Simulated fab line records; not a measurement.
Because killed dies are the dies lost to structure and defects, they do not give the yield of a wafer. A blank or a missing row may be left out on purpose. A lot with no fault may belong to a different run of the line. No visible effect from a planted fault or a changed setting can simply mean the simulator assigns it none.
fab line records / flow sfq-line
record lots=6 wafers=16 last-day=82
route steps=325 shown INCOMING@1 L0@3
lots that met no fault: from a run of the same line without faults
start-h: the number of hours between the record's first day and the start of the first shown wafer of the lot / wait-h: time in hours since the lot's previous step / " the same as in the row above / L1.1+2: a single row standing in for several wafers / - either no value or no given start / * or withheld: withheld / < > ~ a bound
route shown NAME@n: names a module that has steps shown in the file, with the first one's number in the route / usual: mean/standard deviation of fault-free wafers / same: alike in all rows / chamber/n: place in a boat / sites: readings site by site / _std_site: the standard deviation of these / _edge_site: mean of outer sites minus mean of inner sites / radius-mm: for every site, how far away it sits from the centre of the wafer / mask NAME#n: copy n / behind: the last tool/chamber to shape the wafer / hold: why the lot went on hold/how many hours it stayed there/how the hold came to an end / device: which transistor (n, p or np) failed to switch / end of line: the tests these same wafers got at the end of their route / for a step that has no rows: nothing shown but its recipe / killed: not the wafer's yield, but the dies lost to structure and defects at the first sort / map: a wafer's dies, marking killed ones x, the rest . and places with no die _
set.NAME: setting as actually run; set.NAME@STEP: the setting as run at that earlier step / model.NAME: the simulator's own value behind a step, which no gauge read
lots at selected steps of the route; one table per step, one row per wafer
services: the hour from which a tool's chamber was out of use, counted from the record's first day as start-h (under 0 if before that day), plus the number of hours and why
## steps
# step SFQ_INCOMING_BOW_MEAS_900
# recipe mode=bow
# usual INCOMING_BOW=0/6.8
lot.wafer=L529.2 tool=film-metro-02 chamber=- start-h=20.02 wait-h=- INCOMING_BOW[um]=3
lot.wafer=L529.3 tool=film-metro-02 chamber=- start-h=20.02 wait-h=- INCOMING_BOW[um]=-2
lot.wafer=L529.6 tool=film-metro-02 chamber=- start-h=20.02 wait-h=- INCOMING_BOW[um]=-10
lot.wafer=L531.2 tool=film-metro-03 chamber=- start-h=30.02 wait-h=- INCOMING_BOW[um]=9
lot.wafer=L531.3 tool=film-metro-03 chamber=- start-h=30.02 wait-h=- INCOMING_BOW[um]=-6
lot.wafer=L531.5 tool=film-metro-03 chamber=- start-h=30.02 wait-h=- INCOMING_BOW[um]=-10
lot.wafer=L535.2 tool=film-metro-02 chamber=- start-h=50.02 wait-h=- INCOMING_BOW[um]=-2
lot.wafer=L535.3 tool=film-metro-02 chamber=- start-h=50.02 wait-h=- INCOMING_BOW[um]=-9
lot.wafer=L535.5 tool=film-metro-02 chamber=- start-h=50.02 wait-h=- INCOMING_BOW[um]=3
lot.wafer=L537.2 tool=film-metro-02 chamber=- start-h=60.02 wait-h=- INCOMING_BOW[um]=1
lot.wafer=L537.4 tool=film-metro-02 chamber=- start-h=60.02 wait-h=- INCOMING_BOW[um]=-4
lot.wafer=L537.6 tool=film-metro-02 chamber=- start-h=60.02 wait-h=- INCOMING_BOW[um]=7
lot.wafer=L547.3 tool=film-metro-03 chamber=- start-h=110.04 wait-h=- INCOMING_BOW[um]=-15
lot.wafer=L547.4 tool=film-metro-03 chamber=- start-h=110.04 wait-h=- INCOMING_BOW[um]=18
lot.wafer=L548.2 tool=film-metro-04 chamber=- start-h=115.02 wait-h=- INCOMING_BOW[um]=9
lot.wafer=L548.3 tool=film-metro-04 chamber=- start-h=115.02 wait-h=- INCOMING_BOW[um]=2
# step SFQ_TRILAYER_INCOMING_OXIDATION_002
# recipe temp-c=1000 ambient=H2O target-thk-a=5000 p-h2o-torr=720 ox-time-s=4939
# step SFQ_TRILAYER_L0_DEP_SPUTTER_003
# recipe material=MoNx_KI base-pressure-pa=1.33e-06 target-thk-nm=40 power-w=800 time-s=100 chamber-pressure-pa=0.4
# usual throttle-valve-pct=30.1/1.1
lot.wafer=L529.2 tool=pvd-sputter-05 chamber=- start-h=22.49 wait-h=0.0 throttle-valve-pct=31.4 model.MoNx_KI_of_TRILAYER_L0_DEP_SPUTTER_003.thk-nm=39.82
lot.wafer=L529.3 tool=pvd-sputter-05 chamber=- start-h=22.49 wait-h=0.0 throttle-valve-pct=30.2 model.MoNx_KI_of_TRILAYER_L0_DEP_SPUTTER_003.thk-nm=39.79
lot.wafer=L529.6 tool=pvd-sputter-05 chamber=- start-h=22.49 wait-h=0.0 throttle-valve-pct=31.5 model.MoNx_KI_of_TRILAYER_L0_DEP_SPUTTER_003.thk-nm=40.02
lot.wafer=L531.2 tool=pvd-sputter-03 chamber=- start-h=32.49 wait-h=0.0 throttle-valve-pct=29.0 model.MoNx_KI_of_TRILAYER_L0_DEP_SPUTTER_003.thk-nm=39.84
lot.wafer=L531.3 tool=pvd-sputter-03 chamber=- start-h=32.49 wait-h=0.0 throttle-valve-pct=29.3 model.MoNx_KI_of_TRILAYER_L0_DEP_SPUTTER_003.thk-nm=39.9
lot.wafer=L531.5 tool=pvd-sputter-03 chamber=- start-h=32.49 wait-h=0.0 throttle-valve-pct=31.8 model.MoNx_KI_of_TRILAYER_L0_DEP_SPUTTER_003.thk-nm=39.7
lot.wafer=L535.2 tool=pvd-sputter-05 chamber=- start-h=52.49 wait-h=0.0 throttle-valve-pct=29.9 model.MoNx_KI_of_TRILAYER_L0_DEP_SPUTTER_003.thk-nm=40.5
lot.wafer=L535.3 tool=pvd-sputter-05 chamber=- start-h=52.49 wait-h=0.0 throttle-valve-pct=31.6 model.MoNx_KI_of_TRILAYER_L0_DEP_SPUTTER_003.thk-nm=40.23
lot.wafer=L535.5 tool=pvd-sputter-05 chamber=- start-h=52.49 wait-h=0.0 throttle-valve-pct=31.6 model.MoNx_KI_of_TRILAYER_L0_DEP_SPUTTER_003.thk-nm=40.25
lot.wafer=L537.2 tool=pvd-sputter-05 chamber=- start-h=62.49 wait-h=0.0 throttle-valve-pct=28.0 model.MoNx_KI_of_TRILAYER_L0_DEP_SPUTTER_003.thk-nm=40.1
lot.wafer=L537.4 tool=pvd-sputter-05 chamber=- start-h=62.49 wait-h=0.0 throttle-valve-pct=30.1 model.MoNx_KI_of_TRILAYER_L0_DEP_SPUTTER_003.thk-nm=40.29
lot.wafer=L537.6 tool=pvd-sputter-05 chamber=- start-h=62.49 wait-h=0.0 throttle-valve-pct=32.0 model.MoNx_KI_of_TRILAYER_L0_DEP_SPUTTER_003.thk-nm=39.97
lot.wafer=L547.3 tool=pvd-sputter-03 chamber=- start-h=112.49 wait-h=0.0 throttle-valve-pct=30.2 model.MoNx_KI_of_TRILAYER_L0_DEP_SPUTTER_003.thk-nm=41.88
lot.wafer=L547.4 tool=pvd-sputter-03 chamber=- start-h=112.49 wait-h=0.0 throttle-valve-pct=29.2 model.MoNx_KI_of_TRILAYER_L0_DEP_SPUTTER_003.thk-nm=41.61
lot.wafer=L548.2 tool=pvd-sputter-03 chamber=- start-h=117.49 wait-h=0.0 throttle-valve-pct=29.1 model.MoNx_KI_of_TRILAYER_L0_DEP_SPUTTER_003.thk-nm=39.67
lot.wafer=L548.3 tool=pvd-sputter-03 chamber=- start-h=117.49 wait-h=0.0 throttle-valve-pct=29.2 model.MoNx_KI_of_TRILAYER_L0_DEP_SPUTTER_003.thk-nm=41.89
# step SFQ_L0_RS_MEAS_901
# recipe thk-meas-gauge=four-point-probe reads=MoNx_KI_of_TRILAYER_L0_DEP_SPUTTER_003
# usual L0_MONX_KI_RS=43.4/0.49
lot.wafer=L529.2 tool=film-metro-01 chamber=- start-h=22.58 wait-h=0.1 hold=- L0_MONX_KI_RS[ohm/sq]=43.7
lot.wafer=L529.3 tool=film-metro-01 chamber=- start-h=22.58 wait-h=0.1 hold=- L0_MONX_KI_RS[ohm/sq]=43.7
lot.wafer=L529.6 tool=film-metro-01 chamber=- start-h=22.58 wait-h=0.1 hold=- L0_MONX_KI_RS[ohm/sq]=43.4
lot.wafer=L531.2 tool=film-metro-02 chamber=- start-h=32.58 wait-h=0.1 hold=- L0_MONX_KI_RS[ohm/sq]=43.7
lot.wafer=L531.3 tool=film-metro-02 chamber=- start-h=32.58 wait-h=0.1 hold=- L0_MONX_KI_RS[ohm/sq]=43.6
lot.wafer=L531.5 tool=film-metro-02 chamber=- start-h=32.58 wait-h=0.1 hold=- L0_MONX_KI_RS[ohm/sq]=43.9
lot.wafer=L535.2 tool=film-metro-02 chamber=- start-h=52.58 wait-h=0.1 hold=- L0_MONX_KI_RS[ohm/sq]=43.0
lot.wafer=L535.3 tool=film-metro-02 chamber=- start-h=52.58 wait-h=0.1 hold=- L0_MONX_KI_RS[ohm/sq]=43.3
lot.wafer=L535.5 tool=film-metro-02 chamber=- start-h=52.58 wait-h=0.1 hold=- L0_MONX_KI_RS[ohm/sq]=43.3
lot.wafer=L537.2 tool=film-metro-04 chamber=- start-h=62.58 wait-h=0.1 hold=- L0_MONX_KI_RS[ohm/sq]=43.4
lot.wafer=L537.4 tool=film-metro-04 chamber=- start-h=62.58 wait-h=0.1 hold=- L0_MONX_KI_RS[ohm/sq]=43.1
lot.wafer=L537.6 tool=film-metro-04 chamber=- start-h=62.58 wait-h=0.1 hold=- L0_MONX_KI_RS[ohm/sq]=43.4
lot.wafer=L547.3 tool=film-metro-01 chamber=- start-h=112.60 wait-h=0.1 hold=- L0_MONX_KI_RS[ohm/sq]=41.6
lot.wafer=L547.4 tool=film-metro-01 chamber=- start-h=112.60 wait-h=0.1 hold=- L0_MONX_KI_RS[ohm/sq]=41.9
lot.wafer=L548.2 tool=film-metro-04 chamber=- start-h=117.58 wait-h=0.1 hold=await-dispo/0.2h/release L0_MONX_KI_RS[ohm/sq]=43.8
lot.wafer=L548.3 tool=film-metro-04 chamber=- start-h=117.58 wait-h=0.1 hold=await-dispo/0.2h/release L0_MONX_KI_RS[ohm/sq]=41.5
lot.wafer=L548.2 tool=film-metro-04 chamber=- start-h=117.87 wait-h=0.3 hold=- L0_MONX_KI_RS[ohm/sq]=43.8
lot.wafer=L548.3 tool=film-metro-04 chamber=- start-h=117.87 wait-h=0.3 hold=- L0_MONX_KI_RS[ohm/sq]=41.5
# step SFQ_L0_THK_MEAS_902
# recipe thk-meas-gauge=xrf reads=MoNx_KI_of_TRILAYER_L0_DEP_SPUTTER_003
# usual L0_MONX_KI_THK=39.7/0.48
lot.wafer=L529.2 tool=film-metro-01 chamber=- start-h=22.69 wait-h=0.1 hold=- L0_MONX_KI_THK[nm]=39.5
lot.wafer=L529.3 tool=film-metro-01 chamber=- start-h=22.69 wait-h=0.1 hold=- L0_MONX_KI_THK[nm]=39.3
lot.wafer=L529.6 tool=film-metro-01 chamber=- start-h=22.69 wait-h=0.1 hold=- L0_MONX_KI_THK[nm]=39.6
lot.wafer=L531.2 tool=film-metro-02 chamber=- start-h=32.69 wait-h=0.1 hold=- L0_MONX_KI_THK[nm]=39.2
lot.wafer=L531.3 tool=film-metro-02 chamber=- start-h=32.69 wait-h=0.1 hold=- L0_MONX_KI_THK[nm]=39.5
lot.wafer=L531.5 tool=film-metro-02 chamber=- start-h=32.69 wait-h=0.1 hold=- L0_MONX_KI_THK[nm]=39.3
lot.wafer=L535.2 tool=film-metro-02 chamber=- start-h=52.69 wait-h=0.1 hold=- L0_MONX_KI_THK[nm]=40.2
lot.wafer=L535.3 tool=film-metro-02 chamber=- start-h=52.69 wait-h=0.1 hold=- L0_MONX_KI_THK[nm]=40.0
lot.wafer=L535.5 tool=film-metro-02 chamber=- start-h=52.69 wait-h=0.1 hold=- L0_MONX_KI_THK[nm]=39.9
lot.wafer=L537.2 tool=film-metro-04 chamber=- start-h=62.69 wait-h=0.1 hold=- L0_MONX_KI_THK[nm]=39.7
lot.wafer=L537.4 tool=film-metro-04 chamber=- start-h=62.69 wait-h=0.1 hold=- L0_MONX_KI_THK[nm]=39.8
lot.wafer=L537.6 tool=film-metro-04 chamber=- start-h=62.69 wait-h=0.1 hold=- L0_MONX_KI_THK[nm]=39.8
lot.wafer=L547.3 tool=film-metro-01 chamber=- start-h=112.70 wait-h=0.1 hold=await-dispo/0.2h/release L0_MONX_KI_THK[nm]=41.9
lot.wafer=L547.4 tool=film-metro-01 chamber=- start-h=112.70 wait-h=0.1 hold=await-dispo/0.2h/release L0_MONX_KI_THK[nm]=41.4
lot.wafer=L547.3 tool=film-metro-01 chamber=- start-h=112.93 wait-h=0.2 hold=- L0_MONX_KI_THK[nm]=41.8
lot.wafer=L547.4 tool=film-metro-01 chamber=- start-h=112.93 wait-h=0.2 hold=- L0_MONX_KI_THK[nm]=41.6
lot.wafer=L548.2 tool=film-metro-04 chamber=- start-h=120.36 wait-h=2.5 hold=await-dispo/0.2h/release L0_MONX_KI_THK[nm]=39.3
lot.wafer=L548.3 tool=film-metro-04 chamber=- start-h=120.36 wait-h=2.5 hold=await-dispo/0.2h/release L0_MONX_KI_THK[nm]=41.5
lot.wafer=L548.2 tool=film-metro-04 chamber=- start-h=120.59 wait-h=0.2 hold=- L0_MONX_KI_THK[nm]=39.4
lot.wafer=L548.3 tool=film-metro-04 chamber=- start-h=120.59 wait-h=0.2 hold=- L0_MONX_KI_THK[nm]=41.6
# step SFQ_TRILAYER_L0_LITHO_COAT_005
# recipe resist=KrF spin-rpm=3000 resist-thk-nm=600
# step SFQ_TRILAYER_L0_LITHO_SOFTBAKE_009
# recipe temp-c=withheld time-s=withheld resist=KrF
# step SFQ_TRILAYER_L0_LITHO_EXPOSE_006
# recipe mask-id=L0 na=0.6 source-shape=conventional sigma-outer=0.65 target-cd-nm=2000 dose-mj=14.4
# step SFQ_TRILAYER_L0_LITHO_PEB_008
# recipe peb-temp-c=115 peb-time-s=60 resist=KrF
# step SFQ_TRILAYER_L0_LITHO_DEVELOP_007
# recipe time-s=60 resist=KrF
# step SFQ_TRILAYER_L0_BARC_OPEN_METAL_ETCH_010
# recipe mask-material=PR chemistry=O2 target-depth-nm=125 target=BARC icp-w=600 bias-w=80 pressure-mtorr=10 time-s=41.7
# usual drypump-motor-current-A=5.6/0.51 oes-product-au=0.685/0.005
lot.wafer=L529.2 tool=rie-metal-02 chamber=0 start-h=94.21 wait-h=0.1 drypump-motor-current-A=6.6 oes-product-au=0.681 rf-hours-counter-h=78
lot.wafer=L529.3 tool=rie-metal-02 chamber=1 start-h=94.21 wait-h=0.1 drypump-motor-current-A=5.9 oes-product-au=0.682 rf-hours-counter-h=-
lot.wafer=L529.6 tool=rie-metal-02 chamber=0 start-h=94.21 wait-h=0.1 drypump-motor-current-A=6.6 oes-product-au=0.691 rf-hours-counter-h=-
lot.wafer=L531.2 tool=rie-metal-03 chamber=0 start-h=102.61 wait-h=0.1 drypump-motor-current-A=5.9 oes-product-au=0.686 rf-hours-counter-h=196
lot.wafer=L531.3 tool=rie-metal-03 chamber=1 start-h=102.61 wait-h=0.1 drypump-motor-current-A=5.0 oes-product-au=0.690 rf-hours-counter-h=-
lot.wafer=L531.5 tool=rie-metal-03 chamber=0 start-h=102.61 wait-h=0.1 drypump-motor-current-A=5.9 oes-product-au=0.687 rf-hours-counter-h=-
lot.wafer=L535.2 tool=rie-metal-01 chamber=1 start-h=119.93 wait-h=0.1 drypump-motor-current-A=5.7 oes-product-au=0.683 rf-hours-counter-h=6
lot.wafer=L535.3 tool=rie-metal-01 chamber=1 start-h=119.93 wait-h=0.1 drypump-motor-current-A=5.7 oes-product-au=0.675 rf-hours-counter-h=-
lot.wafer=L535.5 tool=rie-metal-01 chamber=1 start-h=119.93 wait-h=0.1 drypump-motor-current-A=5.7 oes-product-au=0.696 rf-hours-counter-h=-
lot.wafer=L537.2 tool=rie-metal-02 chamber=0 start-h=131.93 wait-h=0.1 drypump-motor-current-A=6.6 oes-product-au=0.689 rf-hours-counter-h=84
lot.wafer=L537.4 tool=rie-metal-02 chamber=0 start-h=131.93 wait-h=0.1 drypump-motor-current-A=6.6 oes-product-au=0.689 rf-hours-counter-h=-
lot.wafer=L537.6 tool=rie-metal-02 chamber=0 start-h=131.93 wait-h=0.1 drypump-motor-current-A=6.6 oes-product-au=0.688 rf-hours-counter-h=-
lot.wafer=L547.3 tool=rie-metal-03 chamber=0 start-h=193.95 wait-h=0.1 drypump-motor-current-A=5.9 oes-product-au=0.685 rf-hours-counter-h=-
lot.wafer=L547.4 tool=rie-metal-03 chamber=1 start-h=193.95 wait-h=0.1 drypump-motor-current-A=5.0 oes-product-au=0.690 rf-hours-counter-h=-
lot.wafer=L548.2 tool=rie-metal-03 chamber=0 start-h=196.33 wait-h=0.1 drypump-motor-current-A=5.9 oes-product-au=0.686 rf-hours-counter-h=7
lot.wafer=L548.3 tool=rie-metal-03 chamber=1 start-h=196.33 wait-h=0.1 drypump-motor-current-A=5.0 oes-product-au=0.684 rf-hours-counter-h=-
# step SFQ_TRILAYER_L0_ETCH_METAL_ETCH_008
# recipe target=MoNx_KI stop-on=SiO2 mask-material=PR chemistry=SF6/O2 target-depth-nm=50 icp-w=600 bias-w=80 pressure-mtorr=10 time-s=25
# usual drypump-motor-current-A=5.6/0.51 oes-product-au=0.874/0.0072
lot.wafer=L529.2 tool=rie-metal-02 chamber=0 start-h=94.27 wait-h=0.0 drypump-motor-current-A=6.6 oes-product-au=0.872 rf-hours-counter-h=78
lot.wafer=L529.3 tool=rie-metal-02 chamber=1 start-h=94.27 wait-h=0.0 drypump-motor-current-A=5.9 oes-product-au=0.876 rf-hours-counter-h=-
lot.wafer=L529.6 tool=rie-metal-02 chamber=0 start-h=94.27 wait-h=0.0 drypump-motor-current-A=6.6 oes-product-au=0.877 rf-hours-counter-h=-
lot.wafer=L531.2 tool=rie-metal-03 chamber=0 start-h=102.67 wait-h=0.0 drypump-motor-current-A=5.9 oes-product-au=0.871 rf-hours-counter-h=196
lot.wafer=L531.3 tool=rie-metal-03 chamber=1 start-h=102.67 wait-h=0.0 drypump-motor-current-A=5.0 oes-product-au=0.869 rf-hours-counter-h=-
lot.wafer=L531.5 tool=rie-metal-03 chamber=0 start-h=102.67 wait-h=0.0 drypump-motor-current-A=5.9 oes-product-au=0.870 rf-hours-counter-h=-
lot.wafer=L535.2 tool=rie-metal-01 chamber=1 start-h=119.99 wait-h=0.0 drypump-motor-current-A=5.6 oes-product-au=0.883 rf-hours-counter-h=6
lot.wafer=L535.3 tool=rie-metal-01 chamber=1 start-h=119.99 wait-h=0.0 drypump-motor-current-A=5.7 oes-product-au=0.877 rf-hours-counter-h=-
lot.wafer=L535.5 tool=rie-metal-01 chamber=1 start-h=119.99 wait-h=0.0 drypump-motor-current-A=5.7 oes-product-au=0.880 rf-hours-counter-h=-
lot.wafer=L537.2 tool=rie-metal-02 chamber=0 start-h=131.99 wait-h=0.0 drypump-motor-current-A=6.6 oes-product-au=0.873 rf-hours-counter-h=85
lot.wafer=L537.4 tool=rie-metal-02 chamber=0 start-h=131.99 wait-h=0.0 drypump-motor-current-A=6.6 oes-product-au=0.888 rf-hours-counter-h=-
lot.wafer=L537.6 tool=rie-metal-02 chamber=0 start-h=131.99 wait-h=0.0 drypump-motor-current-A=6.6 oes-product-au=0.872 rf-hours-counter-h=-
lot.wafer=L547.3 tool=rie-metal-03 chamber=0 start-h=194.01 wait-h=0.0 drypump-motor-current-A=6.0 oes-product-au=0.898 rf-hours-counter-h=-
lot.wafer=L547.4 tool=rie-metal-03 chamber=1 start-h=194.01 wait-h=0.0 drypump-motor-current-A=5.0 oes-product-au=0.892 rf-hours-counter-h=-
lot.wafer=L548.2 tool=rie-metal-03 chamber=0 start-h=196.39 wait-h=0.0 drypump-motor-current-A=6.0 oes-product-au=0.866 rf-hours-counter-h=7
lot.wafer=L548.3 tool=rie-metal-03 chamber=1 start-h=196.39 wait-h=0.0 drypump-motor-current-A=5.0 oes-product-au=0.898 rf-hours-counter-h=-
# step SFQ_TRILAYER_L0_STRIP_STRIP_009
# recipe gas=O2 power-w=200 platen-temp-c=40 overash-fraction=0.65 chemistry=O2 pressure-mtorr=50
# usual drypump-motor-current-A=5.6/0.51 oes-product-au=1.001/0.0072
lot.wafer=L529.2 tool=rie-metal-02 chamber=0 start-h=94.31 wait-h=0.0 drypump-motor-current-A=6.6 oes-product-au=1.000 rf-hours-counter-h=78
lot.wafer=L529.3 tool=rie-metal-02 chamber=1 start-h=94.31 wait-h=0.0 drypump-motor-current-A=5.9 oes-product-au=0.992 rf-hours-counter-h=-
lot.wafer=L529.6 tool=rie-metal-02 chamber=0 start-h=94.31 wait-h=0.0 drypump-motor-current-A=6.6 oes-product-au=0.994 rf-hours-counter-h=-
lot.wafer=L531.2 tool=rie-metal-03 chamber=0 start-h=102.71 wait-h=0.0 drypump-motor-current-A=5.9 oes-product-au=1.004 rf-hours-counter-h=196
lot.wafer=L531.3 tool=rie-metal-03 chamber=1 start-h=102.71 wait-h=0.0 drypump-motor-current-A=5.0 oes-product-au=0.998 rf-hours-counter-h=-
lot.wafer=L531.5 tool=rie-metal-03 chamber=0 start-h=102.71 wait-h=0.0 drypump-motor-current-A=5.9 oes-product-au=0.999 rf-hours-counter-h=-
lot.wafer=L535.2 tool=rie-metal-01 chamber=1 start-h=120.04 wait-h=0.0 drypump-motor-current-A=5.6 oes-product-au=0.993 rf-hours-counter-h=6
lot.wafer=L535.3 tool=rie-metal-01 chamber=1 start-h=120.04 wait-h=0.0 drypump-motor-current-A=5.7 oes-product-au=0.996 rf-hours-counter-h=-
lot.wafer=L535.5 tool=rie-metal-01 chamber=1 start-h=120.04 wait-h=0.0 drypump-motor-current-A=5.7 oes-product-au=0.996 rf-hours-counter-h=-
lot.wafer=L537.2 tool=rie-metal-02 chamber=0 start-h=132.04 wait-h=0.0 drypump-motor-current-A=6.6 oes-product-au=0.993 rf-hours-counter-h=85
lot.wafer=L537.4 tool=rie-metal-02 chamber=0 start-h=132.04 wait-h=0.0 drypump-motor-current-A=6.6 oes-product-au=1.000 rf-hours-counter-h=-
lot.wafer=L537.6 tool=rie-metal-02 chamber=0 start-h=132.04 wait-h=0.0 drypump-motor-current-A=6.6 oes-product-au=0.997 rf-hours-counter-h=-
lot.wafer=L547.3 tool=rie-metal-03 chamber=0 start-h=194.24 wait-h=0.2 drypump-motor-current-A=5.9 oes-product-au=1.011 rf-hours-counter-h=-
lot.wafer=L547.4 tool=rie-metal-03 chamber=1 start-h=194.24 wait-h=0.2 drypump-motor-current-A=5.0 oes-product-au=0.996 rf-hours-counter-h=-
lot.wafer=L548.2 tool=rie-metal-03 chamber=0 start-h=196.44 wait-h=0.0 drypump-motor-current-A=6.0 oes-product-au=1.006 rf-hours-counter-h=7
lot.wafer=L548.3 tool=rie-metal-03 chamber=1 start-h=196.44 wait-h=0.0 drypump-motor-current-A=5.0 oes-product-au=0.994 rf-hours-counter-h=-
## services
tool=pvd-sputter-03 chamber=- start-h=-1.06 hours=1.2 kind=repair
tool=rie-metal-03 chamber=- start-h=16.27 hours=14.6 kind=pm
tool=pvd-sputter-03 chamber=2 start-h=16.61 hours=- kind=consumable-replace:kit
tool=pvd-sputter-03 chamber=2 start-h=16.61 hours=18.0 kind=scheduled-down
tool=pvd-sputter-03 chamber=2 start-h=16.61 hours=18.0 kind=vent-cycle
tool=pvd-sputter-05 chamber=- start-h=28.33 hours=4.2 kind=repair
tool=pvd-sputter-03 chamber=- start-h=32.92 hours=0.7 kind=repair
tool=rie-metal-03 chamber=- start-h=47.90 hours=1.4 kind=pm
tool=pvd-sputter-03 chamber=- start-h=58.81 hours=1.9 kind=repair
tool=rie-metal-01 chamber=1 start-h=66.90 hours=- kind=clean
tool=rie-metal-01 chamber=1 start-h=66.90 hours=- kind=consumable-replace:focus-ring
tool=rie-metal-01 chamber=1 start-h=66.90 hours=17.1 kind=scheduled-down
tool=rie-metal-01 chamber=1 start-h=66.90 hours=17.1 kind=vent-cycle
tool=rie-metal-02 chamber=- start-h=73.26 hours=2.8 kind=pm
tool=pvd-sputter-05 chamber=- start-h=77.51 hours=3.6 kind=repair
tool=pvd-sputter-05 chamber=- start-h=87.42 hours=7.4 kind=repair
tool=pvd-sputter-05 chamber=- start-h=101.54 hours=8.1 kind=repair
tool=rie-metal-03 chamber=0 start-h=147.71 hours=- kind=clean
tool=rie-metal-03 chamber=0 start-h=147.71 hours=14.8 kind=scheduled-down
tool=rie-metal-03 chamber=0 start-h=147.71 hours=14.8 kind=vent-cycle
tool=pvd-sputter-05 chamber=- start-h=179.60 hours=13.4 kind=repair
tool=pvd-sputter-05 chamber=- start-h=196.43 hours=0.6 kind=repair
## key
first-sign step=SFQ_L0_RS_MEAS_901 reading=L0_MONX_KI_RS direction=down sigmas=3.7 usual=43.4 struck=41.6
effect step=SFQ_L0_THK_MEAS_902 reading=visit direction=added
effect step=SFQ_TRILAYER_L0_ETCH_METAL_ETCH_008 reading=oes-product-au direction=up sigmas=3.1 usual=0.874 struck=0.896
model-effect step=SFQ_TRILAYER_L0_DEP_SPUTTER_003 value=MoNx_KI_of_TRILAYER_L0_DEP_SPUTTER_003.thk-nm without=39.34 struck=41.79
met-at SFQ_TRILAYER_L0_DEP_SPUTTER_003
struck-wafers L547.3,L547.4,L548.3
onset-between 32.49 112.49
fault kind=process-parameter-drift tool=pvd-sputter-03 chamber=- onset-h=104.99 steps=SFQ_TRILAYER_L0_DEP_SPUTTER_003 channel=time-s offset=* shape=step end-h=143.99 scope=struck-wafers-only acts-in=* stated=*
